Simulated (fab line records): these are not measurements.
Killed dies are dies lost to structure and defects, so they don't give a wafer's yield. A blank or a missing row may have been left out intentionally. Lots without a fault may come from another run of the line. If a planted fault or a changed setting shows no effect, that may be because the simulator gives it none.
fab line records	flow gf180mcu
record: lots: 24	wafers: 72	lastDay: 34
route steps=602 shown V1@361 V2@398 M4@461 V4@479
lots that met no fault: taken from a fault-free run of the same line
startH: the number of hours between the record's first day and the start of the first shown wafer of the lot	waitH: hours since the lot's step before	" the same as in the row above	L1.1+2: a single row standing in for several wafers	- no value present, or no start provided	* or withheld: withheld	< > ~ a bound
route shown NAME@n: a module of which the file shows steps, and the number in the route of the first	usual: the fault-free wafers' mean and standard deviation	same: alike in all rows	chamber/n: place in a boat	sites: per-site readings	_std_site: standard deviation across them	_edge_site: mean of outer sites minus mean of inner sites	radiusMm: how far each site lies from the wafer's centre	mask NAME#n: copy n	behind: tool/chamber where the wafer was last shaped	hold: why the lot went on hold/how many hours it stayed there/how the hold came to an end	device: whichever transistor did not switch (one of n, p or np)	end of line: the tests these same wafers got at the end of their route	where a step has no rows: the recipe by itself	killed: dies that structure and defects cost at the first sort, which is not the same as the wafer's yield	map: a wafer's dies, x killed, . not, _ none there
set.NAME: setting as actually run; set.NAME@STEP: the setting as run at that earlier step	model.NAME: the simulator's own value behind a step, which no gauge read
steps of the route over a sample of lots; a table a step, a row a wafer
services: from which hour (startH, from the record's first day; less than 0 if before it) a tool's chamber was out of use, for how many hours, and why
== steps ==
step: GF_V1_CMP_26
recipe: stopOn: SiO2	downForcePsi: 3.5	platenRpm: 60	tOverpolishS: 15	targetThkNm: 0	padVelocityMS: 0.94248
usual: headPressurePsi: 3.500/0.0075	motorCurrentA: 11.0/0.82	overpolishRunS: 15.001/0.0089	timeToEndpointS: 83/4.8
lot.wafer	tool	chamber	startH	waitH	headPressurePsi	motorCurrentA	overpolishRunS	timeToEndpointS
L074.4	cmp-02	2	419.82	0.0	3.504	11.5	14.992	90
L074.1	"	3	"	"	3.497	10.1	14.994	87
L074.2	"	0	"	"	3.502	9.7	14.997	85
L075.1	cmp-01	1	424.70	0.1	3.494	10.6	15.002	76
L075.4	"	2	"	"	3.505	10.7	15.005	74
L075.5	"	1	"	"	3.509	10.6	14.984	77
L076.4	cmp-01	2	432.07	0.0	3.486	10.9	15.015	78
L076.2	"	1	"	"	3.495	10.8	14.999	78
L076.6	"	2	"	"	3.495	10.7	15.002	78
L077.3	cmp-02	1	442.32	0.0	3.500	10.9	15.004	85
L077.2	"	3	"	"	3.502	9.8	14.992	87
L077.6	"	1	"	"	3.486	11.4	15.001	83
L078.3	cmp-02	1	449.12	0.0	3.490	11.1	14.989	84
L078.1	"	3	"	"	3.490	10.5	15.001	86
L078.4	"	0	"	"	3.487	9.2	15.012	83
L079.3	cmp-01	3	461.61	0.0	3.496	11.8	15.001	77
L079.4	"	2	"	"	3.506	10.7	14.999	72
L079.6	"	0	"	"	3.481	11.8	15.006	77
L080.3	cmp-02	2	469.38	0.1	3.497	11.4	14.993	85
L080.4	"	3	"	"	3.511	10.1	15.017	87
L080.6	"	1	"	"	3.496	11.4	14.990	86
L081.4	cmp-02	0	484.79	0.0	3.508	9.0	14.990	82
L081.1	"	3	"	"	3.494	10.3	15.005	83
L081.5	"	0	"	"	3.502	9.1	15.009	79
L082.3	cmp-01	1	486.17	0.0	3.491	11.3	15.007	76
L082.5	"	1	"	"	3.499	10.6	14.995	76
L082.6	"	2	"	"	3.502	11.1	14.984	76
L083.4	cmp-01	3	489.85	0.1	3.499	11.9	15.018	83
L083.2	"	0	"	"	3.505	11.4	14.988	81
L083.5	"	2	"	"	3.511	10.8	15.012	79
L084.4	cmp-02	2	506.85	0.1	3.491	11.7	15.006	88
L084.1	"	0	"	"	3.488	9.4	15.004	86
L084.6	"	2	"	"	3.494	11.7	15.004	86
L085.1	cmp-02	1	516.65	0.1	3.499	11.0	15.000	82
L085.6	"	3	"	"	3.496	10.2	14.995	82
L085.5	"	0	"	"	3.492	9.3	14.999	84
L086.3	cmp-01	0	524.84	0.1	3.512	11.2	14.989	84
L086.1	"	2	"	"	3.499	11.3	15.001	80
L086.5	"	0	"	"	3.513	11.0	15.005	82
L087.2	cmp-02	0	532.60	0.2	3.500	9.4	14.979	87
L087.6	"	1	"	"	3.499	10.9	14.998	89
L087.5	"	2	"	"	3.502	11.4	15.007	88
L088.4	cmp-01	0	541.82	0.1	3.505	11.3	15.002	85
L088.3	"	2	"	"	3.502	11.2	14.992	82
L088.6	"	0	"	"	3.496	11.5	14.990	86
L089.1	cmp-01	2	546.56	0.1	3.489	11.0	14.997	75
L089.6	"	2	"	"	3.494	11.1	14.993	75
L089.5	"	3	"	"	3.507	11.9	15.012	79
L090.2	cmp-01	0	555.63	0.1	3.502	12.3	15.015	79
L090.6	"	2	"	"	3.506	11.3	15.000	73
L090.5	"	3	"	"	3.500	12.2	14.997	76
L091.4	cmp-01	3	570.18	0.1	3.501	11.8	14.995	86
L091.3	"	0	"	"	3.515	11.9	15.004	85
L091.1	"	1	"	"	3.493	11.0	14.984	81
L092.3	cmp-01	0	573.97	0.3	3.493	11.1	14.990	80
L092.2	"	1	"	"	3.498	11.0	15.009	79
L092.6	"	3	"	"	3.499	11.6	14.993	81
L093.3	cmp-01	1	582.09	0.0	3.497	11.0	15.007	79
L093.2	"	3	"	"	3.507	12.0	14.998	85
L093.4	"	0	"	"	3.510	11.2	15.004	84
L094.1	cmp-02	3	590.07	0.1	3.490	10.3	14.990	88
L094.2	"	0	"	"	3.495	9.7	15.016	85
L094.5	"	3	"	"	3.480	10.1	15.009	85
L095.4	cmp-02	3	599.26	0.1	3.496	10.4	14.996	88
L095.5	"	2	"	"	3.503	11.2	15.001	87
L095.6	"	3	"	"	3.500	9.5	15.007	91
L096.2	cmp-02	2	600.80	0.1	3.502	12.2	14.999	85
L096.5	"	0	"	"	3.490	9.0	15.007	85
L096.6	"	1	"	"	3.499	11.8	15.000	87
L097.1	cmp-02	0	610.40	0.1	3.493	9.8	14.997	91
L097.3	"	1	"	"	3.485	11.1	14.994	91
L097.2	"	2	"	"	3.498	11.9	14.990	94
step: GF_V2_ETCH_16
recipe: chemistry: N2/H2	targetDepthA: withheld	overetchA: withheld	timeS: withheld	target: BARC	ionEnergyEv: 200	sourceW: 500	biasW: 100	pressureMtorr: 30	n2FlowSccm: 100	h2FlowSccm: 200
usual: drypumpMotorCurrentA: 5.9/0.4	oesProductAu: 0.855/0.0048	throttleValvePct: 13.225/0.0081
lot.wafer	tool	chamber	startH	waitH	drypumpMotorCurrentA	oesProductAu	throttleValvePct
L074.1	rieDiel-01	0	470.59	0.0	6.0	0.853	13.215
L074.2	"	2	"	"	6.1	0.858	13.240
L074.4	"	1	"	"	5.8	0.852	13.221
L075.1	rieDiel-02	3	475.81	0.0	6.5	0.857	13.226
L075.4	"	2	"	"	6.7	0.848	13.220
L075.5	"	1	"	"	5.9	0.850	13.236
L076.2	rieDiel-04	0	483.01	0.0	5.8	0.857	13.235
L076.4	"	3	"	"	6.1	0.857	13.245
L076.6	"	1	"	"	5.1	0.847	13.213
L077.2	rieDiel-01	1	493.06	0.0	5.8	0.850	13.221
L077.3	"	2	"	"	6.1	0.852	13.234
L077.6	"	1	"	"	5.8	0.863	13.220
L078.1	rieDiel-01	2	499.79	0.0	6.0	0.851	13.228
L078.3	"	0	"	"	5.9	0.849	13.240
L078.4	"	3	"	"	5.4	0.850	13.226
L079.3	rieDiel-02	2	511.76	0.0	6.6	0.863	13.227
L079.4	"	3	"	"	6.4	0.854	13.230
L079.6	"	1	"	"	5.9	0.854	13.229
L080.3	rieDiel-04	1	519.21	0.0	5.2	0.850	13.217
L080.4	"	3	"	"	6.1	0.853	13.236
L080.6	"	3	"	"	6.1	0.846	13.220
L081.1	rieDiel-02	1	534.06	0.0	5.9	0.856	13.211
L081.4	"	0	"	"	6.2	0.851	13.226
L081.5	"	3	"	"	6.4	0.859	13.230
L082.3	rieDiel-02	2	535.36	0.0	6.6	0.851	13.226
L082.5	"	2	"	"	6.6	0.850	13.229
L082.6	"	1	"	"	5.9	0.851	13.227
L083.2	rieDiel-04	2	538.51	0.0	5.6	0.854	13.226
L083.4	"	1	"	"	5.1	0.848	13.218
L083.5	"	2	"	"	5.6	0.845	13.230
L084.1	rieDiel-04	3	554.86	0.0	6.1	0.863	13.229
L084.4	"	1	"	"	5.1	0.858	13.225
L084.6	"	2	"	"	5.6	0.858	13.227
L085.1	rieDiel-01	1	564.61	0.0	5.7	0.853	13.235
L085.5	"	1	"	"	5.8	0.856	13.226
L085.6	"	2	"	"	6.0	0.856	13.217
L086.1	rieDiel-01	2	571.71	0.0	6.1	0.858	13.232
L086.3	"	0	"	"	5.9	0.854	13.222
L086.5	"	1	"	"	5.8	0.858	13.219
L087.2	rieDiel-01	1	579.99	0.0	5.7	0.854	13.216
L087.5	"	3	"	"	5.4	0.859	13.230
L087.6	"	0	"	"	6.0	0.860	13.222
L088.3	rieDiel-01	0	587.41	0.0	5.9	0.855	13.217
L088.4	"	3	"	"	5.4	0.849	13.229
L088.6	"	1	"	"	5.8	0.846	13.232
L089.1	rieDiel-02	3	592.39	0.0	6.4	0.859	13.218
L089.5	"	3	"	"	6.4	0.854	13.208
L089.6	"	2	"	"	6.7	0.853	13.224
L090.2	rieDiel-04	0	601.04	0.0	5.8	0.851	13.227
L090.5	"	2	"	"	5.6	0.857	13.233
L090.6	"	3	"	"	6.1	0.857	13.234
L091.1	rieDiel-02	1	615.01	0.0	5.9	0.857	13.233
L091.3	"	0	"	"	6.2	0.861	13.237
L091.4	"	0	"	"	6.2	0.853	13.231
L092.2	rieDiel-01	1	617.86	0.0	5.7	0.855	13.227
L092.3	"	3	"	"	5.4	0.853	13.221
L092.6	"	3	"	"	5.4	0.853	13.213
L093.2	rieDiel-01	1	626.41	0.0	5.8	0.852	13.215
L093.3	"	3	"	"	5.4	0.863	13.231
L093.4	"	1	"	"	5.8	0.856	13.232
L094.1	rieDiel-01	3	633.36	0.0	5.4	0.863	13.224
L094.2	"	2	"	"	6.1	0.847	13.229
L094.5	"	1	"	"	5.8	0.857	13.234
L095.4	rieDiel-01	1	641.53	0.0	5.8	0.861	13.228
L095.5	"	2	"	"	6.1	0.859	13.216
L095.6	"	3	"	"	5.4	0.852	13.230
L096.2	rieDiel-02	0	643.74	0.0	6.2	0.863	13.223
L096.5	"	2	"	"	6.6	0.859	13.233
L096.6	"	1	"	"	5.9	0.852	13.233
L097.1	rieDiel-04	2	653.26	0.0	5.6	0.856	13.214
L097.2	"	3	"	"	6.1	0.844	13.216
L097.3	"	0	"	"	5.8	0.847	13.229
step: GF_M4_RS_MEAS_05
recipe: thkMeasGauge: four-point-probe	reads: TiN_of_M4_SPUTTER_04+Ti_of_M4_SPUTTER_03+AlCu_of_M4_SPUTTER_02+TiN_of_M4_SPUTTER_01+Ti_of_M4_SPUTTER_00
usual: M4_ALCU_RS: 0.0693/0.00071
lot.wafer	tool	chamber	startH	waitH	M4_ALCU_RS[ohm/sq]
L074.1	filmMetro-01	-	522.97	0.0	0.0691
L074.2	"	-	"	"	0.0694
L074.4	"	-	"	"	0.0685
L075.1	filmMetro-03	-	527.82	0.0	0.0700
L075.4	"	-	"	"	0.0703
L075.5	"	-	"	"	0.0707
L076.2	filmMetro-02	-	535.22	0.0	0.0697
L076.4	"	-	"	"	0.0690
L076.6	"	-	"	"	0.0696
L077.2	filmMetro-03	-	544.09	0.0	0.0689
L077.3	"	-	"	"	0.0685
L077.6	"	-	"	"	0.0693
L078.1	filmMetro-01	-	551.00	0.0	0.0682
L078.3	"	-	"	"	0.0679
L078.4	"	-	"	"	0.0681
L079.3	filmMetro-02	-	561.74	0.1	0.0693
L079.4	"	-	"	"	0.0699
L079.6	"	-	"	"	0.0690
L080.3	filmMetro-02	-	569.47	0.1	0.0688
L080.4	"	-	"	"	0.0694
L080.6	"	-	"	"	0.0691
L081.1	filmMetro-01	-	582.56	0.0	0.0694
L081.4	"	-	"	"	0.0688
L081.5	"	-	"	"	0.0688
L082.3	filmMetro-01	-	584.77	0.1	0.0704
L082.5	"	-	"	"	0.0695
L082.6	"	-	"	"	0.0694
L083.2	filmMetro-03	-	586.65	0.0	0.0685
L083.4	"	-	"	"	0.0699
L083.5	"	-	"	"	0.0692
L084.1	filmMetro-01	-	602.73	0.0	0.0696
L084.4	"	-	"	"	0.0698
L084.6	"	-	"	"	0.0704
L085.1	filmMetro-03	-	611.33	0.0	0.0706
L085.5	"	-	"	"	0.0706
L085.6	"	-	"	"	0.0704
L086.1	filmMetro-01	-	618.62	0.0	0.0699
L086.3	"	-	"	"	0.0706
L086.5	"	-	"	"	0.0695
L087.2	filmMetro-02	-	626.30	0.0	0.0686
L087.5	"	-	"	"	0.0694
L087.6	"	-	"	"	0.0684
L088.3	filmMetro-02	-	633.96	0.1	0.0695
L088.4	"	-	"	"	0.0705
L088.6	"	-	"	"	0.0691
L089.1	filmMetro-01	-	639.06	0.0	0.0689
L089.5	"	-	"	"	0.0697
L089.6	"	-	"	"	0.0698
L090.2	filmMetro-03	-	647.59	0.0	0.0697
L090.5	"	-	"	"	0.0698
L090.6	"	-	"	"	0.0693
L091.1	filmMetro-03	-	659.66	0.0	0.0687
L091.3	"	-	"	"	0.0685
L091.4	"	-	"	"	0.0686
L092.2	filmMetro-01	-	663.35	0.0	0.0686
L092.3	"	-	"	"	0.0687
L092.6	"	-	"	"	0.0687
L093.2	filmMetro-02	-	671.23	0.0	0.0678
L093.3	"	-	"	"	0.0685
L093.4	"	-	"	"	0.0689
L094.1	filmMetro-01	-	678.09	0.0	0.0697
L094.2	"	-	"	"	0.0699
L094.5	"	-	"	"	0.0695
L095.4	filmMetro-03	-	684.72	0.1	0.0701
L095.5	"	-	"	"	0.0695
L095.6	"	-	"	"	0.0692
L096.2	filmMetro-03	-	687.61	0.0	0.0707
L096.5	"	-	"	"	0.0701
L096.6	"	-	"	"	0.0701
L097.1	filmMetro-03	-	695.69	0.0	0.0688
L097.2	"	-	"	"	0.0684
L097.3	"	-	"	"	0.0682
step: GF_M4_OVL_MEAS_15
usual: M4_OVL: -1/5.2
lot.wafer	tool	chamber	startH	waitH	M4_OVL[nm]
L074.1	overlay-01	-	546.24	0.1	2
L074.2	"	-	"	"	-8
L074.4	"	-	"	"	-3
L075.1	overlay-02	-	550.74	0.1	-3
L075.4	"	-	"	"	1
L075.5	"	-	"	"	-7
L076.2	overlay-01	-	557.78	0.1	6
L076.4	"	-	"	"	3
L076.6	"	-	"	"	6
L077.2	overlay-01	-	566.28	0.1	4
L077.3	"	-	"	"	11
L077.6	"	-	"	"	3
L078.1	overlay-01	-	572.62	0.1	-1
L078.3	"	-	"	"	0
L078.4	"	-	"	"	-7
L079.3	overlay-01	-	583.45	0.1	-1
L079.4	"	-	"	"	3
L079.6	"	-	"	"	8
L080.3	overlay-01	-	591.19	0.1	-3
L080.4	"	-	"	"	3
L080.6	"	-	"	"	4
L081.1	overlay-01	-	604.19	0.1	-5
L081.4	"	-	"	"	-8
L081.5	"	-	"	"	-3
L082.3	overlay-01	-	605.83	0.1	-3
L082.5	"	-	"	"	0
L082.6	"	-	"	"	2
L083.2	overlay-01	-	607.78	0.1	-6
L083.4	"	-	"	"	4
L083.5	"	-	"	"	-6
L084.1	overlay-02	-	623.72	0.1	2
L084.4	"	-	"	"	-7
L084.6	"	-	"	"	-7
L085.1	overlay-01	-	632.32	0.1	-3
L085.5	"	-	"	"	-2
L085.6	"	-	"	"	-2
L086.1	overlay-01	-	639.24	0.1	4
L086.3	"	-	"	"	1
L086.5	"	-	"	"	-3
L087.2	overlay-01	-	646.28	0.1	-4
L087.5	"	-	"	"	5
L087.6	"	-	"	"	-2
L088.3	overlay-01	-	653.98	0.1	5
L088.4	"	-	"	"	-1
L088.6	"	-	"	"	3
L089.1	overlay-02	-	658.92	0.1	0
L089.5	"	-	"	"	-1
L089.6	"	-	"	"	-3
L090.2	overlay-01	-	667.43	0.1	-10
L090.5	"	-	"	"	-12
L090.6	"	-	"	"	-12
L091.1	overlay-02	-	678.92	0.1	3
L091.3	"	-	"	"	10
L091.4	"	-	"	"	3
L092.2	overlay-02	-	682.28	0.1	-8
L092.3	"	-	"	"	-7
L092.6	"	-	"	"	-6
L093.2	overlay-01	-	690.21	0.1	0
L093.3	"	-	"	"	7
L093.4	"	-	"	"	-4
L094.1	overlay-01	-	696.57	0.1	5
L094.2	"	-	"	"	-6
L094.5	"	-	"	"	2
L095.4	overlay-01	-	703.34	0.1	-5
L095.5	"	-	"	"	7
L095.6	"	-	"	"	-6
L096.2	overlay-02	-	706.18	0.1	1
L096.5	"	-	"	"	1
L096.6	"	-	"	"	7
L097.1	overlay-01	-	714.17	0.1	-3
L097.2	"	-	"	"	0
L097.3	"	-	"	"	-3
step: GF_V4_THK_MEAS_03
recipe: reads: SiO2_of_V4_CVD_02
usual: V4_CVD_02_THK: 854/11
lot.wafer	tool	chamber	startH	waitH	V4_CVD_02_THK[nm]
L074.1	filmMetro-02	-	547.13	0.0	853
L074.2	"	-	"	"	856
L074.4	"	-	"	"	846
L075.1	filmMetro-04	-	551.67	0.0	852
L075.4	"	-	"	"	871
L075.5	"	-	"	"	867
L076.2	filmMetro-04	-	558.67	0.0	854
L076.4	"	-	"	"	859
L076.6	"	-	"	"	860
L077.2	filmMetro-04	-	567.17	0.0	843
L077.3	"	-	"	"	837
L077.6	"	-	"	"	852
L078.1	filmMetro-04	-	573.51	0.0	849
L078.3	"	-	"	"	848
L078.4	"	-	"	"	836
L079.3	filmMetro-04	-	584.35	0.1	853
L079.4	"	-	"	"	872
L079.6	"	-	"	"	857
L080.3	filmMetro-02	-	592.11	0.1	852
L080.4	"	-	"	"	869
L080.6	"	-	"	"	859
L081.1	filmMetro-01	-	605.07	0.0	854
L081.4	"	-	"	"	864
L081.5	"	-	"	"	863
L082.3	filmMetro-02	-	606.72	0.1	843
L082.5	"	-	"	"	863
L082.6	"	-	"	"	849
L083.2	filmMetro-04	-	608.67	0.0	861
L083.4	"	-	"	"	857
L083.5	"	-	"	"	863
L084.1	filmMetro-02	-	624.61	0.0	861
L084.4	"	-	"	"	870
L084.6	"	-	"	"	881
L085.1	filmMetro-02	-	633.21	0.0	859
L085.5	"	-	"	"	878
L085.6	"	-	"	"	863
L086.1	filmMetro-04	-	640.16	0.0	837
L086.3	"	-	"	"	836
L086.5	"	-	"	"	853
L087.2	filmMetro-04	-	647.20	0.0	870
L087.5	"	-	"	"	871
L087.6	"	-	"	"	868
L088.3	filmMetro-02	-	655.28	0.1	852
L088.4	"	-	"	"	863
L088.6	"	-	"	"	864
L089.1	filmMetro-02	-	659.98	0.0	832
L089.5	"	-	"	"	847
L089.6	"	-	"	"	850
L090.2	filmMetro-04	-	668.32	0.0	846
L090.5	"	-	"	"	849
L090.6	"	-	"	"	855
L091.1	filmMetro-02	-	679.96	0.0	840
L091.3	"	-	"	"	858
L091.4	"	-	"	"	855
L092.2	filmMetro-01	-	683.51	0.0	850
L092.3	"	-	"	"	839
L092.6	"	-	"	"	860
L093.2	filmMetro-04	-	691.19	0.0	849
L093.3	"	-	"	"	844
L093.4	"	-	"	"	861
L094.1	filmMetro-01	-	697.45	0.0	862
L094.2	"	-	"	"	839
L094.5	"	-	"	"	849
L095.4	filmMetro-01	-	704.27	0.1	837
L095.5	"	-	"	"	854
L095.6	"	-	"	"	856
L096.2	filmMetro-04	-	707.07	0.0	854
L096.5	"	-	"	"	865
L096.6	"	-	"	"	865
L097.1	filmMetro-04	-	715.06	0.0	827
L097.2	"	-	"	"	849
L097.3	"	-	"	"	850
step: GF_V4_CMP_04
recipe: material: SiO2	downForcePsi: 4	platenRpm: 60	padVelocityMS: 0.94248
usual: headPressurePsi: 4.001/0.0076	motorCurrentA: 12.0/0.93	timeToEndpointS: 81/5.3
lot.wafer	tool	chamber	startH	waitH	headPressurePsi	motorCurrentA	timeToEndpointS
L074.1	cmp-02	0	547.19	0.1	3.999	10.4	80
L074.4	"	1	"	"	3.995	12.2	82
L074.2	"	3	"	"	3.999	11.3	87
L075.4	cmp-01	3	551.83	0.1	4.003	13.3	84
L075.1	"	0	"	"	3.995	12.4	78
L075.5	"	2	"	"	3.995	11.9	79
L076.4	cmp-02	1	558.77	0.1	3.990	12.2	83
L076.2	"	3	"	"	3.994	10.7	85
L076.6	"	0	"	"	3.992	10.4	83
L077.3	cmp-01	3	567.27	0.1	4.014	12.5	75
L077.2	"	0	"	"	4.000	13.0	76
L077.6	"	2	"	"	3.998	11.5	77
L078.4	cmp-01	3	573.62	0.1	3.995	12.8	74
L078.1	"	0	"	"	3.999	13.5	79
L078.3	"	1	"	"	4.003	12.2	75
L079.3	cmp-01	0	584.39	0.0	4.000	12.1	80
L079.4	"	2	"	"	4.003	11.7	82
L079.6	"	1	"	"	3.988	11.7	78
L080.3	cmp-02	2	592.20	0.1	4.000	12.8	83
L080.4	"	3	"	"	3.989	11.2	89
L080.6	"	2	"	"	4.009	12.7	80
L081.4	cmp-01	3	605.13	0.0	3.996	13.0	87
L081.1	"	0	"	"	3.995	12.5	84
L081.5	"	0	"	"	4.005	11.5	85
L082.3	cmp-02	0	606.91	0.2	4.006	10.2	81
L082.5	"	1	"	"	3.998	12.0	88
L082.6	"	2	"	"	3.994	12.7	83
L083.4	cmp-02	1	608.72	0.0	3.998	12.6	84
L083.2	"	2	"	"	4.003	12.7	89
L083.5	"	1	"	"	4.009	12.3	85
L084.1	cmp-01	3	624.67	0.1	4.002	12.9	89
L084.4	"	0	"	"	4.005	12.7	91
L084.6	"	3	"	"	4.001	14.0	96
L085.1	cmp-02	2	633.42	0.2	4.010	12.4	80
L085.6	"	3	"	"	3.999	10.6	83
L085.5	"	0	"	"	4.005	10.4	89
L086.3	cmp-01	3	640.27	0.1	4.012	12.9	79
L086.1	"	1	"	"	4.004	11.4	77
L086.5	"	2	"	"	3.996	11.7	80
L087.2	cmp-01	1	647.27	0.1	4.009	11.6	84
L087.5	"	1	"	"	3.993	11.9	81
L087.6	"	2	"	"	4.000	11.8	85
L088.4	cmp-02	2	655.32	0.0	4.023	12.8	84
L088.3	"	3	"	"	4.006	11.4	76
L088.6	"	3	"	"	4.005	10.4	85
L089.1	cmp-02	3	660.09	0.1	4.002	10.5	73
L089.6	"	2	"	"	4.000	12.0	82
L089.5	"	3	"	"	3.996	11.2	78
L090.2	cmp-01	2	668.47	0.1	3.997	12.4	75
L090.5	"	0	"	"	4.004	11.9	80
L090.6	"	1	"	"	3.998	12.2	81
L091.3	cmp-02	3	680.02	0.0	3.999	11.1	86
L091.4	"	1	"	"	3.999	12.0	83
L091.1	"	2	"	"	4.002	13.4	77
L092.2	cmp-02	2	683.61	0.1	4.002	12.7	87
L092.3	"	0	"	"	3.999	10.2	76
L092.6	"	1	"	"	4.019	12.4	91
L093.3	cmp-01	3	691.29	0.1	3.997	13.3	82
L093.4	"	0	"	"	3.995	12.5	86
L093.2	"	1	"	"	4.006	11.8	80
L094.2	cmp-01	1	697.51	0.0	4.004	11.9	75
L094.1	"	0	"	"	3.997	13.6	86
L094.5	"	1	"	"	4.006	11.0	80
L095.4	cmp-01	0	704.30	0.0	4.006	12.5	72
L095.6	"	0	"	"	4.009	12.7	84
L095.5	"	1	"	"	3.997	12.3	82
L096.2	cmp-02	2	707.22	0.1	4.001	13.1	82
L096.5	"	0	"	"	4.002	10.5	86
L096.6	"	1	"	"	4.000	12.5	86
L097.1	cmp-01	1	715.17	0.1	3.995	11.8	68
L097.3	"	2	"	"	3.975	11.8	78
L097.2	"	3	"	"	3.989	12.7	84
== services ==
tool	chamber	startH	hours	kind
cmp-01	-	404.17	4.0	pm
cmp-01	-	415.21	2.8	repair
rieDiel-02	2	425.61	3.5	repair
cmp-01	-	431.50	0.4	repair
rieDiel-02	-	456.49	0.4	repair
cmp-01	-	474.19	4.9	repair
cmp-02	-	486.94	1.8	repair
cmp-01	-	507.94	7.2	pm
rieDiel-01	0	525.38	4.2	repair
cmp-01	-	543.60	1.2	repair
cmp-02	-	572.00	4.0	pm
cmp-02	-	577.12	1.3	repair
rieDiel-01	3	592.22	8.6	repair
rieDiel-02	3	611.44	18.7	repair
rieDiel-01	2	622.97	5.0	repair
rieDiel-01	2	659.19	2.0	repair
cmp-01	-	676.04	10.4	repair
rieDiel-01	1	677.24	4.0	repair
cmp-02	-	686.51	3.7	pm
rieDiel-01	3	686.88	7.9	repair
rieDiel-02	-	697.45	2.8	pm
rieDiel-02	3	705.44	6.8	repair
rieDiel-01	-	708.19	2.8	pm
rieDiel-02	0	709.04	2.8	repair
== key ==
fault none
